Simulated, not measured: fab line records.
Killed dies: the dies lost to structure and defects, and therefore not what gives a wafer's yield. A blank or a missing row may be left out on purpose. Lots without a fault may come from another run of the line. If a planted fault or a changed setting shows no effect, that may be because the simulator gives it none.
Which tool is to blame? | flow gf180mcu | 13 lots, 39 wafers sampled, at 5 steps of a route of 602

WHAT EACH GAUGE READ, for each wafer
GF_HV_LDD_CD_MEAS_19 targets a cd of 400 nm. Usual: cd-nm reads 400.4 nm (standard deviation 2.6).
lot  | measured     | on        | cd-nm (nm)        | flag
L285 | day 10 19:50 | cd-sem-02 | 400.9 399.1 400.4 |
L287 | day 11 10:38 | cd-sem-01 | 397.4 398.5 397.6 |
L291 | day 12 20:43 | cd-sem-01 | 401.5 398.0 400.1 |
L293 | day 13 17:23 | cd-sem-02 | 401.1 401.8 400.9 |
L294 | day 13 22:35 | cd-sem-02 | 405.4 403.7 406.2 |
L298 | day 15 03:19 | cd-sem-01 | 399.4 399.0 399.7 |
L300 | day 15 11:23 | cd-sem-02 | 396.1 396.2 395.3 |
L302 | day 16 04:25 | cd-sem-01 | 402.9 401.2 404.2 |
L303 | day 16 12:40 | cd-sem-02 | 398.2 401.1 400.1 |
L304 | day 16 21:17 | cd-sem-02 | 402.0 402.8 403.6 |
L305 | day 17 04:44 | cd-sem-01 | 402.8 406.0 404.3 |
L306 | day 17 09:53 | cd-sem-01 | 402.4 402.6 401.2 |
L308 | day 18 12:59 | cd-sem-02 | 399.9 398.4 402.7 |

GF_HV_LDD_TW_MEAS_23. Usual: HV_LDD_2_TW typically reads 1060, with standard deviation 7.4.
lot  | measured     | on            | HV_LDD_2_TW    | flag
L285 | day 10 20:14 | film-metro-04 | 1060 1067 1064 |
L287 | day 11 11:01 | film-metro-01 | 1057 1061 1061 |
L291 | day 12 21:08 | film-metro-01 | 1061 1057 1059 |
L293 | day 13 17:46 | film-metro-04 | 1067 1075 1072 |
L294 | day 13 22:58 | film-metro-01 | 1056 1056 1056 |
L298 | day 15 03:42 | film-metro-02 | 1050 1044 1051 |
L300 | day 15 11:48 | film-metro-01 | 1057 1061 1061 |
L302 | day 16 04:49 | film-metro-01 | 1064 1059 1066 |
L303 | day 16 13:03 | film-metro-04 | 1070 1074 1076 |
L304 | day 16 21:42 | film-metro-01 | 1067 1066 1065 |
L305 | day 17 05:09 | film-metro-01 | 1060 1056 1058 |
L306 | day 17 10:18 | film-metro-04 | 1067 1064 1071 |
L308 | day 18 13:22 | film-metro-02 | 1042 1041 1042 |

GF_PSD_CD_MEAS_07 targets a cd of 400 nm. Usual: cd-nm reads 399.3 nm (standard deviation 2).
lot  | measured     | on        | cd-nm (nm)                          | flag
L285 | day 14 05:59 | cd-sem-01 | 396.6 397.1 398.0                   |
L287 | day 14 23:14 | cd-sem-01 | 396.7 400.2 398.5                   |
L291 | day 16 14:26 | cd-sem-02 | 399.4 398.7 395.7                   |
L293 | day 17 12:16 | cd-sem-01 | 399.2 400.3 400.4                   |
L294 | day 17 18:13 | cd-sem-02 | 318.0 318.1 319.2 317.9 318.1 318.7 | OFF
L298 | day 19 01:31 | cd-sem-02 | 401.3 398.0 399.9                   |
L300 | day 19 11:23 | cd-sem-02 | 400.6 402.0 402.9                   |
L302 | day 20 07:17 | cd-sem-01 | 401.6 400.2 402.0                   |
L303 | day 20 15:11 | cd-sem-02 | 399.8 400.5 395.8                   |
L304 | day 21 00:50 | cd-sem-02 | 394.8 396.7 398.2                   |
L305 | day 21 08:50 | cd-sem-02 | 400.6 400.7 400.3                   |
L306 | day 21 13:50 | cd-sem-01 | 402.1 403.3 405.1                   |
L308 | day 22 18:37 | cd-sem-02 | 400.5 400.3 399.3                   |

GF_PSD_TW_MEAS_11. Usual: PSD_TW typically reads 3194, with standard deviation 22.
lot  | measured     | on            | PSD_TW         | flag
L285 | day 14 06:23 | film-metro-02 | 3169 3161 3170 |
L287 | day 14 23:37 | film-metro-03 | 3208 3191 3199 |
L291 | day 16 14:51 | film-metro-01 | 3203 3200 3196 |
L293 | day 17 12:41 | film-metro-01 | 3198 3173 3185 |
L294 | day 17 22:38 | film-metro-02 | 3146 3153 3156 |
L298 | day 19 01:55 | film-metro-03 | 3196 3214 3208 |
L300 | day 19 11:48 | film-metro-02 | 3149 3166 3173 |
L302 | day 20 07:41 | film-metro-02 | 3183 3199 3180 |
L303 | day 20 15:34 | film-metro-03 | 3230 3235 3247 |
L304 | day 21 01:14 | film-metro-02 | 3162 3201 3180 |
L305 | day 21 09:14 | film-metro-01 | 3216 3189 3194 |
L306 | day 21 14:14 | film-metro-03 | 3208 3194 3211 |
L308 | day 22 18:59 | film-metro-03 | 3213 3202 3192 |

WHAT TOOL EACH LOT RAN ON (gives the tool, then ch and the chambers of the sampled wafers, and finally the start)
lot  | GF_PSD_EXPOSE_04
L285 | iline-stepper-02 ch 0, day 13 19:55
L287 | iline-stepper-02 ch 0, day 14 12:28
L291 | iline-stepper-02 ch 0, day 16 03:40
L293 | iline-stepper-02 ch 0, day 17 01:27
L294 | iline-stepper-02 ch 0, day 17 06:40
L298 | iline-stepper-02 ch 0, day 18 13:56
L300 | iline-stepper-02 ch 0, day 18 23:16
L302 | iline-stepper-02 ch 0, day 19 18:52
L303 | iline-stepper-02 ch 0, day 20 02:40
L304 | iline-stepper-02 ch 0, day 20 13:13
L305 | iline-stepper-01 ch 0, day 20 21:16
L306 | iline-stepper-02 ch 0, day 21 02:02
L308 | iline-stepper-02 ch 0, day 22 06:37
- GF_PSD_EXPOSE_04: exposes mask Pplus, target cd 400 nm.

AS READ BY THE TOOLS THEMSELVES (means over the sampled wafers that have a number; for cases with no such wafer, the mark the record gives instead)
The record holds no such reading with a usual standard deviation.

THE ANSWER, worked out from the rows above alone
Rule: a lot counts as off when the mean over its wafers that have a number is more than 3 standard deviations away from the usual mean. A lot without any number at a reading at which 4 lots or more have one is off too. Where the step has rows for the other lots, those lots are counted as sound. Order of review: gauges by route order, followed by the tools' own readings, for which a lot's mean as printed above is used. The first step at which some lot is off is used, and at that step the reading that is off furthest; a lot without a number counts as furthest.
Off at GF_PSD_CD_MEAS_07 (cd-nm): L294.
A tool fits if, at a process step before that reading, it ran every lot that is off, and no sound lot after the first of them. Gauges at GF_PSD_CD_MEAS_07: tried the same way as those tools. Of those tried, none fits.

WHAT HAD BEEN PUT IN BY THE SIMULATOR
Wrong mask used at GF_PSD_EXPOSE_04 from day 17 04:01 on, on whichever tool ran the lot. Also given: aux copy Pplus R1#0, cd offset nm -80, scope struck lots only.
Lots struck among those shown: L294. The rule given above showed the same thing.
